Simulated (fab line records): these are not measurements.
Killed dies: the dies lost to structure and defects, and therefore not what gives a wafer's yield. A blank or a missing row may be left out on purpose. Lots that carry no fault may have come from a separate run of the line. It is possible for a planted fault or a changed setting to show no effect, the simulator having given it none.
fab line records | flow sky130
record lots=12 wafers=36 last-day=50
route steps=708 shown FIELD_ISO@2 NWELL@63 VT_ADJUST_HVTP@95
lots untouched by any fault: they come from a run of this same line in which no faults occurred
start-h: hours from the record's opening day to when the first of the lot's shown wafers began | wait-h: hours from the lot's prior step to this one | " the same as in the row above | L1.1+2: several wafers, shown together as one row | - either no value or no given start | * or withheld: withheld | < > ~ a bound
route shown NAME@n: NAME is a module with steps in the file, n the number in the route of the first one | usual: average and standard deviation across the fault-free wafers | same: alike in all rows | chamber/n: place in a boat | sites: the reading at each site | _std_site: standard deviation across them | _edge_site: mean of outer sites minus mean of inner sites | radius-mm: for every site, how far away it sits from the centre of the wafer | mask NAME#n: copy n | behind: the tool/chamber that last shaped the wafer | hold: the reason the lot was held/the length of the hold in hours/how it ended | device: the transistor (n, p or np) that didn't switch | end of line: the route-end tests of the same wafers | step lacking rows: just its recipe | killed: not the wafer's yield, but the dies lost to structure and defects at the first sort | map: the dies of a wafer, with x for killed, . for not killed, _ for no die there
set.NAME: the run value of the setting; set.NAME@STEP: its run value at that earlier step | model.NAME: the simulator's own value behind a step, which no gauge read
one table for each step of the route and one row for each wafer, over a sample of lots
services: when a tool's chamber went out of use (start-h, in hours from the record's first day, below 0 if earlier), for how many hours, and the reason
## steps
# step SKY_FIELD_ISO_OXIDATION_01
# recipe temp-c=900 ambient=O2 stabilise-s=600 purge-s=300 target-thk-a=120 ox-time-s=1843
# usual spike-tc-centre-C=899.7/1.1
# columns lot.wafer tool chamber start-h wait-h spike-tc-centre-C
L910.1 furnace-01 0 17.75 2.7 899.3
L910.3 " 0 " " 900.2
L910.6 " 0 " " 899.1
L912.2 furnace-02 0 25.76 0.7 902.3
L912.5 " 0 " " 897.8
L912.6 " 0 " " 900.0
L915.3 furnace-01 0 40.51 0.4 901.6
L915.4 " 0 " " 901.7
L915.5 " 0 " " 900.7
L916.2 furnace-02 0 45.21 0.2 899.9
L916.3 " 0 " " 900.3
L916.6 " 0 " " 900.1
L917.2 furnace-02 0 50.12 0.1 898.1
L917.5 " 0 " " 899.6
L917.6 " 0 " " 898.6
L918.3 furnace-01 0 55.84 0.8 899.5
L918.4 " 0 " " 900.1
L918.6 " 0 " " 900.4
L919.1 furnace-01 0 61.30 1.3 901.5
L919.3 " 0 " " 899.8
L919.5 " 0 " " 899.4
L921.1 furnace-01 0 70.12 0.1 899.6
L921.2 " 0 " " 898.3
L921.6 " 0 " " 901.0
L922.1 furnace-01 0 75.91 0.9 901.7
L922.2 " 0 " " 899.7
L922.4 " 0 " " 898.3
L928.1 furnace-02 0 105.12 0.1 901.2
L928.3 " 0 " " 900.8
L928.6 " 0 " " 900.0
L929.2 furnace-02 0 110.85 0.8 899.8
L929.3 " 0 " " 899.4
L929.5 " 0 " " 899.9
L930.2 furnace-02 0 117.78 2.7 899.4
L930.4 " 0 " " 898.5
L930.6 " 0 " " 901.3
# step SKY_FIELD_ISO_THK_MEAS_02
# recipe reads=SiO2_of_FIELD_ISO_OXIDATION_01
# usual FIELD_ISO_OXIDATION_00_THK=12.11/0.24
# columns lot.wafer tool chamber start-h wait-h FIELD_ISO_OXIDATION_00_THK[nm]
L910.1 film-metro-02 - 19.27 0.0 12.28
L910.3 " - " " 12.38
L910.6 " - " " 12.33
L912.2 film-metro-04 - 27.28 0.0 11.98
L912.5 " - " " 12.01
L912.6 " - " " 11.96
L915.3 film-metro-04 - 42.04 0.0 12.07
L915.4 " - " " 11.85
L915.5 " - " " 12.25
L916.2 film-metro-03 - 46.73 0.0 12.01
L916.3 " - " " 12.14
L916.6 " - " " 12.14
L917.2 film-metro-03 - 51.64 0.0 12.37
L917.5 " - " " 12.21
L917.6 " - " " 12.20
L918.3 film-metro-04 - 57.37 0.0 12.09
L918.4 " - " " 12.21
L918.6 " - " " 11.87
L919.1 film-metro-04 - 62.81 0.0 12.13
L919.3 " - " " 12.54
L919.5 " - " " 12.45
L921.1 film-metro-03 - 71.63 0.0 12.01
L921.2 " - " " 11.85
L921.6 " - " " 12.22
L922.1 film-metro-02 - 77.43 0.0 12.47
L922.2 " - " " 12.39
L922.4 " - " " 12.24
L928.1 film-metro-02 - 106.63 0.0 13.30
L928.3 " - " " 13.48
L928.6 " - " " 13.41
L929.2 film-metro-02 - 112.37 0.0 13.78
L929.3 " - " " 13.73
L929.5 " - " " 13.58
L930.2 film-metro-02 - 119.30 0.0 13.44
L930.4 " - " " 13.66
L930.6 " - " " 13.59
# step SKY_FIELD_ISO_ETCH_14
# recipe chemistry=N2/H2 target=BARC ion-energy-ev=200 source-w=500 bias-w=100 pressure-mtorr=30 n2-flow-sccm=100 h2-flow-sccm=200 stop-on=SiO2 time-s=45.9 target-depth-a=600
# usual drypump-motor-current-A=5.9/0.43 oes-product-au=0.854/0.0047 throttle-valve-pct=13.224/0.0082
# columns lot.wafer tool chamber start-h wait-h drypump-motor-current-A oes-product-au rf-hours-counter-h throttle-valve-pct
L910.1 rie-diel-01 0 38.93 0.1 5.5 0.858 85 13.221
L910.3 " 1 " " 6.0 0.861 59 13.229
L910.6 " 1 " " 6.0 0.864 - 13.228
L912.2 rie-diel-04 2 45.98 0.1 6.4 0.858 167 13.228
L912.5 " 3 " " 6.4 0.847 - 13.216
L912.6 " 0 " " 6.5 0.854 - 13.228
L915.3 rie-diel-01 0 61.33 0.1 5.5 0.851 86 13.226
L915.4 " 2 " " 6.2 0.860 117 13.216
L915.5 " 1 " " 6.0 0.851 - 13.220
L916.2 rie-diel-01 3 69.75 0.1 4.7 0.855 160 13.215
L916.3 " 0 " " 5.5 0.857 86 13.234
L916.6 " 1 " " 6.0 0.851 - 13.228
L917.2 rie-diel-01 1 73.43 0.1 6.0 0.854 59 13.232
L917.5 " 1 " " 6.0 0.854 - 13.209
L917.6 " 2 " " 6.3 0.857 - 13.221
L918.3 rie-diel-01 3 79.42 0.1 4.7 0.852 160 13.210
L918.4 " 2 " " 6.3 0.860 117 13.230
L918.6 " 3 " " 4.7 0.859 - 13.237
L919.1 rie-diel-02 2 82.20 0.1 5.6 0.860 152 13.230
L919.3 " 0 " " 6.0 0.857 163 13.214
L919.5 " 0 " " 6.0 0.847 - 13.222
L921.1 rie-diel-02 2 92.52 0.1 5.6 0.855 153 13.219
L921.2 " 0 " " 6.0 0.848 163 13.245
L921.6 " 0 " " 6.1 0.848 - 13.232
L922.1 rie-diel-01 0 98.30 0.1 5.5 0.849 87 13.227
L922.2 " 1 " " 6.0 0.860 60 13.215
L922.4 " 1 " " 6.1 0.856 - 13.233
L928.1 rie-diel-04 3 127.20 0.1 6.3 0.849 52 13.222
L928.3 " 0 " " 6.5 0.851 102 13.223
L928.6 " 3 " " 6.3 0.849 - 13.212
L929.2 rie-diel-01 2 133.12 0.1 6.3 0.851 118 13.220
L929.3 " 2 " " 6.2 0.858 - 13.229
L929.5 " 0 " " 5.5 0.848 - 13.217
L930.2 rie-diel-02 2 140.48 0.1 5.6 0.854 154 13.224
L930.4 " 3 " " 6.0 0.857 - 13.232
L930.6 " 1 " " 5.7 0.863 - 13.222
# step SKY_NWELL_OVL_MEAS_10
# usual NWELL_00_OVL=-0.6/1.6
# columns lot.wafer tool chamber start-h wait-h NWELL_00_OVL[nm]
L910.1 overlay-01 - 93.71 - 0.4
L910.3 " - " " -2.2
L910.6 " - " " -0.2
L912.2 overlay-01 - 103.22 - 2.0
L912.5 " - " " 1.5
L912.6 " - " " 2.5
L915.3 overlay-01 - 120.29 - -2.4
L915.4 " - " " -2.9
L915.5 " - " " -2.6
L916.2 overlay-01 - 127.91 - -2.0
L916.3 " - " " -2.6
L916.6 " - " " -3.7
L917.2 overlay-02 - 135.14 - 1.8
L917.5 " - " " 2.4
L917.6 " - " " -0.6
L918.3 overlay-02 - 143.24 - -1.3
L918.4 " - " " -0.3
L918.6 " - " " -1.8
L919.1 overlay-01 - 144.91 - 0.7
L919.3 " - " " -1.9
L919.5 " - " " -2.1
L921.1 overlay-01 - 155.86 - -0.2
L921.2 " - " " -0.6
L921.6 " - " " -0.3
L922.1 overlay-02 - 160.06 - -0.3
L922.2 " - " " -0.7
L922.4 " - " " -1.0
L928.1 overlay-01 - 198.96 - -1.5
L928.3 " - " " -1.0
L928.6 " - " " -1.5
L929.2 overlay-01 - 222.36 - 0.3
L929.3 " - " " -2.1
L929.5 " - " " -1.5
L930.2 overlay-01 - 232.01 - -1.2
L930.4 " - " " -0.1
L930.6 " - " " -0.6
# step SKY_VT_ADJUST_HVTP_STRIP_10
# recipe chemistry=O2/N2 power-w=1400 pressure-mtorr=1500 platen-temp-c=withheld o2-flow-sccm=3000 n2-flow-sccm=300 overash-fraction=0.5
# usual drypump-motor-current-A=5.67/0.28 oes-product-au=0.717/0.0043 strip-time-to-endpoint-s=14.18/0.037
# columns lot.wafer tool chamber start-h wait-h drypump-motor-current-A oes-product-au rf-hours-counter-h strip-time-to-endpoint-s
L910.1 plasma-asher-02 0 130.41 0.1 6.11 0.717 31 14.21
L910.3 " 1 " " 5.49 0.712 - 14.25
L910.6 " 0 " " 6.14 0.724 - 14.20
L912.2 plasma-asher-02 0 141.51 0.1 6.13 0.719 32 14.15
L912.5 " 1 " " 5.46 0.717 - 14.17
L912.6 " 0 " " 6.14 0.714 - 14.17
L915.3 plasma-asher-04 0 158.54 0.1 5.48 0.714 - 14.21
L915.4 " 1 " " 5.94 0.718 - 14.16
L915.5 " 1 " " 5.96 0.719 - 14.15
L916.2 plasma-asher-01 0 167.47 0.1 5.78 0.718 5 14.23
L916.3 " 1 " " 5.26 0.719 - 14.19
L916.6 " 0 " " 5.75 0.720 - 14.20
L917.2 plasma-asher-01 0 173.69 0.1 5.78 0.719 6 14.21
L917.5 " 0 " " 5.77 0.720 - 14.20
L917.6 " 1 " " 5.30 0.716 - 14.17
L918.3 plasma-asher-04 0 182.90 0.1 5.52 0.720 - 14.16
L918.4 " 1 " " 5.94 0.719 - 14.17
L918.6 " 0 " " 5.52 0.719 - 14.15
L919.1 plasma-asher-02 0 184.91 0.1 6.11 0.719 36 14.20
L919.3 " 0 " " 6.11 0.712 - 14.27
L919.5 " 1 " " 5.50 0.719 - 14.23
L921.1 plasma-asher-02 0 196.02 0.1 6.12 0.717 38 14.16
L921.2 " 1 " " 5.47 0.712 38 14.11
L921.6 " 0 " " 6.12 0.715 - 14.13
L922.1 plasma-asher-01 1 201.19 0.1 5.27 0.714 8 14.17
L922.2 " 0 " " 5.78 0.721 8 14.17
L922.4 " 0 " " 5.77 0.717 - 14.18
L928.1 plasma-asher-04 0 244.92 0.1 5.49 0.715 56 14.13
L928.3 " 0 " " 5.52 0.719 - 14.10
L928.6 " 0 " " 5.50 0.725 - 14.17
L929.2 plasma-asher-01 1 270.13 0.1 5.30 0.723 15 14.20
L929.3 " 1 " " 5.29 0.720 - 14.18
L929.5 " 1 " " 5.28 0.717 - 14.20
L930.2 plasma-asher-01 1 280.52 0.1 5.28 0.717 16 14.16
L930.4 " 1 " " 5.30 0.717 - 14.16
L930.6 " 1 " " 5.29 0.710 - 14.20
## services
# columns tool chamber start-h hours kind
plasma-asher-02 - -5.19 1.3 repair
furnace-02 - 14.06 3.3 pm
rie-diel-01 2 14.41 3.8 repair
rie-diel-02 - 38.18 2.8 pm
furnace-02 - 67.78 3.0 pm
rie-diel-01 3 91.29 13.2 repair
plasma-asher-01 - 108.75 9.0 pm
furnace-01 - 114.12 55.8 pm
rie-diel-01 1 131.35 9.8 repair
rie-diel-02 - 144.53 4.3 pm
rie-diel-02 0 163.50 16.7 repair
furnace-01 - 169.88 4.3 pm
plasma-asher-01 - 171.49 0.9 repair
furnace-02 - 182.05 3.1 pm
rie-diel-02 2 199.00 1.3 repair
furnace-01 - 211.77 11.2 repair
plasma-asher-04 - 224.50 2.5 repair
rie-diel-01 3 227.72 13.0 repair
rie-diel-01 1 244.20 8.2 repair
furnace-01 - 256.92 8.6 repair
rie-diel-02 - 256.95 2.4 repair
furnace-01 - 265.54 3.9 pm
plasma-asher-04 - 271.55 1.2 repair
plasma-asher-01 - 278.31 0.7 repair
## key
first-sign step=SKY_FIELD_ISO_THK_MEAS_02 reading=FIELD_ISO_OXIDATION_00_THK direction=up sigmas=5.9 usual=12.11 struck=13.55
effect none on later readings
met-at SKY_FIELD_ISO_OXIDATION_01
struck-lots L928,L929,L930
tester-left-out L928,L929,L930
not-acting-at SKY_FIELD_ISO_ETCH_14,SKY_NWELL_OVL_MEAS_10,SKY_VT_ADJUST_HVTP_STRIP_10
onset-between 50.12 105.12
also-fits time
fault kind=process-parameter-drift tool=furnace-02 chamber=- onset-h=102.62 steps=SKY_FIELD_ISO_OXIDATION_01 channel=ox-time-s offset=* shape=step end-h=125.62 acts-in=* stated=*
# tester-left-out: of these lots the tester's yield and bins aren't shown, on N5 and GAA mostly nor the transistor test; their killed dies are dies lost to structure and defects alone, not to doping, threshold or leakage, so they don't give the yield
